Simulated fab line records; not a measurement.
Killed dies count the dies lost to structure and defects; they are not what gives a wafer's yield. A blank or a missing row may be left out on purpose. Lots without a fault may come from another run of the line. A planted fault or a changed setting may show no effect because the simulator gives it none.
Check for tools in common :: flow gf180mcu :: 11 lots and 39 wafers in the sample

== REASON IT WAS OPENED ==
2 of 11 lots carry a flag on the reading HV_LDD_3_TW at GF_HV_LDD_TW_MEAS_38. Wafers without a fault read 1425, standard deviation 10.
Rule: a lot is flagged in two cases, either no wafer of it has a number, or all its wafers with numbers fall more than 4 standard deviations from that mean. The rest of the lots are taken to be sound.

lot: L918
measured: day 11 19:52
on: film-metro-01
HV_LDD_3_TW, wafer by wafer: 1434 1443 1439
flag: 

lot: L920
measured: day 12 11:27
on: film-metro-01
HV_LDD_3_TW, wafer by wafer: 1439 1432 1421
flag: 

lot: L922
measured: day 13 15:59
on: film-metro-04
HV_LDD_3_TW, wafer by wafer: 1416 1414 1418
flag: 

lot: L926
measured: day 14 18:04
on: film-metro-04
HV_LDD_3_TW, wafer by wafer: 1414 1423 1422
flag: 

lot: L927
measured: day 15 00:07
on: film-metro-04
HV_LDD_3_TW, wafer by wafer: 1409 1408 1408
flag: 

lot: L931
measured: day 16 06:19
on: film-metro-01
HV_LDD_3_TW, wafer by wafer: 1486 1492 1485 1487 1490 1487
flag: FLAGGED

lot: L932
measured: day 16 20:00
on: film-metro-02
HV_LDD_3_TW, wafer by wafer: 1485 1480 1478 1481 1481 1471
flag: FLAGGED

lot: L933
measured: day 17 04:40
on: film-metro-04
HV_LDD_3_TW, wafer by wafer: 1415 1415 1425
flag: 

lot: L934
measured: day 17 09:58
on: film-metro-01
HV_LDD_3_TW, wafer by wafer: 1432 1437 1442
flag: 

lot: L937
measured: day 18 03:51
on: film-metro-04
HV_LDD_3_TW, wafer by wafer: 1417 1416 1418
flag: 

lot: L939
measured: day 19 01:26
on: film-metro-02
HV_LDD_3_TW, wafer by wafer: 1416 1419 1427
flag: 
Average over the flagged lots: 1484; offset from the usual +59, equal to +6 standard deviations.

== WHICH TOOL EACH LOT WENT THROUGH ==
Before the reading, the record contains 3 process steps out of a 602-step route. Every cell lists first the tool, next ch and the chambers used by the sampled wafers, and last the start.
lot: L918
flag: 
GF_HV_LDD_STRIP_22: plasma-asher-03 ch 0,1, day 11 01:28
GF_HV_LDD_IMPLANT_34: implanter-03 ch 0, day 11 19:20
GF_HV_LDD_STRIP_37: plasma-asher-03 ch 0,1, day 11 19:46

lot: L920
flag: 
GF_HV_LDD_STRIP_22: plasma-asher-03 ch 0,1, day 11 15:11
GF_HV_LDD_IMPLANT_34: implanter-03 ch 0, day 12 10:56
GF_HV_LDD_STRIP_37: plasma-asher-01 ch 0,1, day 12 11:22

lot: L922
flag: 
GF_HV_LDD_STRIP_22: plasma-asher-01 ch 0,1, day 12 19:22
GF_HV_LDD_IMPLANT_34: implanter-01 ch 0, day 13 15:27
GF_HV_LDD_STRIP_37: plasma-asher-04 ch 0,1, day 13 15:53

lot: L926
flag: 
GF_HV_LDD_STRIP_22: plasma-asher-03 ch 1, day 13 21:09
GF_HV_LDD_IMPLANT_34: implanter-01 ch 0, day 14 17:32
GF_HV_LDD_STRIP_37: plasma-asher-03 ch 0,1, day 14 17:58

lot: L927
flag: 
GF_HV_LDD_STRIP_22: plasma-asher-03 ch 0,1, day 14 02:25
GF_HV_LDD_IMPLANT_34: implanter-01 ch 0, day 14 23:36
GF_HV_LDD_STRIP_37: plasma-asher-04 ch 0,1, day 15 00:02

lot: L931
flag: FLAGGED
GF_HV_LDD_STRIP_22: plasma-asher-01 ch 0,1, day 15 08:01
GF_HV_LDD_IMPLANT_34: implanter-01 ch 0, day 16 05:47
GF_HV_LDD_STRIP_37: plasma-asher-04 ch 0,1, day 16 06:13

lot: L932
flag: FLAGGED
GF_HV_LDD_STRIP_22: plasma-asher-04 ch 0,1, day 15 21:24
GF_HV_LDD_IMPLANT_34: implanter-01 ch 0, day 16 19:27
GF_HV_LDD_STRIP_37: plasma-asher-03 ch 0,1, day 16 19:54

lot: L933
flag: 
GF_HV_LDD_STRIP_22: plasma-asher-01 ch 0,1, day 16 04:13
GF_HV_LDD_IMPLANT_34: implanter-03 ch 0, day 17 04:09
GF_HV_LDD_STRIP_37: plasma-asher-01 ch 0,1, day 17 04:35

lot: L934
flag: 
GF_HV_LDD_STRIP_22: plasma-asher-04 ch 0,1, day 16 09:53
GF_HV_LDD_IMPLANT_34: implanter-04 ch 0, day 17 09:28
GF_HV_LDD_STRIP_37: plasma-asher-04 ch 0,1, day 17 09:52

lot: L937
flag: 
GF_HV_LDD_STRIP_22: plasma-asher-04 ch 0,1, day 17 04:28
GF_HV_LDD_IMPLANT_34: implanter-03 ch 0, day 18 03:19
GF_HV_LDD_STRIP_37: plasma-asher-01 ch 0,1, day 18 03:44

lot: L939
flag: 
GF_HV_LDD_STRIP_22: plasma-asher-04 ch 0,1, day 18 01:02
GF_HV_LDD_IMPLANT_34: implanter-03 ch 0, day 19 00:53
GF_HV_LDD_STRIP_37: plasma-asher-01 ch 0,1, day 19 01:20
What is done by these steps:
- GF_HV_LDD_STRIP_22: strips in O2/N2.
- GF_HV_LDD_IMPLANT_34
- GF_HV_LDD_STRIP_37: strips in O2/N2.
- GF_HV_LDD_TW_MEAS_38

== FLAGGED AGAINST TOTAL, ONE TOOL AT A TIME (gauges that did the reading follow at the end) ==
step: GF_HV_LDD_STRIP_22
tool: plasma-asher-01
lots run: 3
flagged: 1
share of the flagged lots: some
sound lots run after its first flagged lot: 1 (L933)

step: GF_HV_LDD_STRIP_22
tool: plasma-asher-03
lots run: 4
flagged: 0
share of the flagged lots: none
sound lots run after its first flagged lot: -

step: GF_HV_LDD_STRIP_22
tool: plasma-asher-04
lots run: 4
flagged: 1
share of the flagged lots: some
sound lots run after its first flagged lot: 3 (L934,L937,L939)

step: GF_HV_LDD_IMPLANT_34
tool: implanter-01
lots run: 5
flagged: 2
share of the flagged lots: all
sound lots run after its first flagged lot: 0

step: GF_HV_LDD_IMPLANT_34
tool: implanter-03
lots run: 5
flagged: 0
share of the flagged lots: none
sound lots run after its first flagged lot: -

step: GF_HV_LDD_IMPLANT_34
tool: implanter-04
lots run: 1
flagged: 0
share of the flagged lots: none
sound lots run after its first flagged lot: -

step: GF_HV_LDD_STRIP_37
tool: plasma-asher-01
lots run: 4
flagged: 0
share of the flagged lots: none
sound lots run after its first flagged lot: -

step: GF_HV_LDD_STRIP_37
tool: plasma-asher-03
lots run: 3
flagged: 1
share of the flagged lots: some
sound lots run after its first flagged lot: 0

step: GF_HV_LDD_STRIP_37
tool: plasma-asher-04
lots run: 4
flagged: 1
share of the flagged lots: some
sound lots run after its first flagged lot: 1 (L934)

step: GF_HV_LDD_TW_MEAS_38
tool: film-metro-01
lots run: 4
flagged: 1
share of the flagged lots: some
sound lots run after its first flagged lot: 1 (L934)

step: GF_HV_LDD_TW_MEAS_38
tool: film-metro-02
lots run: 2
flagged: 1
share of the flagged lots: some
sound lots run after its first flagged lot: 1 (L939)

step: GF_HV_LDD_TW_MEAS_38
tool: film-metro-04
lots run: 5
flagged: 0
share of the flagged lots: none
sound lots run after its first flagged lot: -

== THE TABLE: WHAT IT ALLOWS ==
All flagged lots share 1 row of the table, namely implanter-01 at GF_HV_LDD_IMPLANT_34.
- implanter-01 at GF_HV_LDD_IMPLANT_34: 2 of its 5 lots flagged. A fault beginning between L927 (day 14 23:36), its last sound lot, and L931 (day 16 05:47), its first flagged one, fits the data. Its own readings lie more than 4 standard deviations out on every wafer of the flagged lots: dose-ions-cm2, faraday-current-uA.
implanter-01 at GF_HV_LDD_IMPLANT_34 is the single tool remaining.

== WHAT WAS PUT IN BY THE SIMULATOR ==
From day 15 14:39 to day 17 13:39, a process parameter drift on implanter-01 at GF_HV_LDD_IMPLANT_34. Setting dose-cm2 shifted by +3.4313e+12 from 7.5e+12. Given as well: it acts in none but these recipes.
Struck lots among those shown: L931, L932. The rule above found the same.
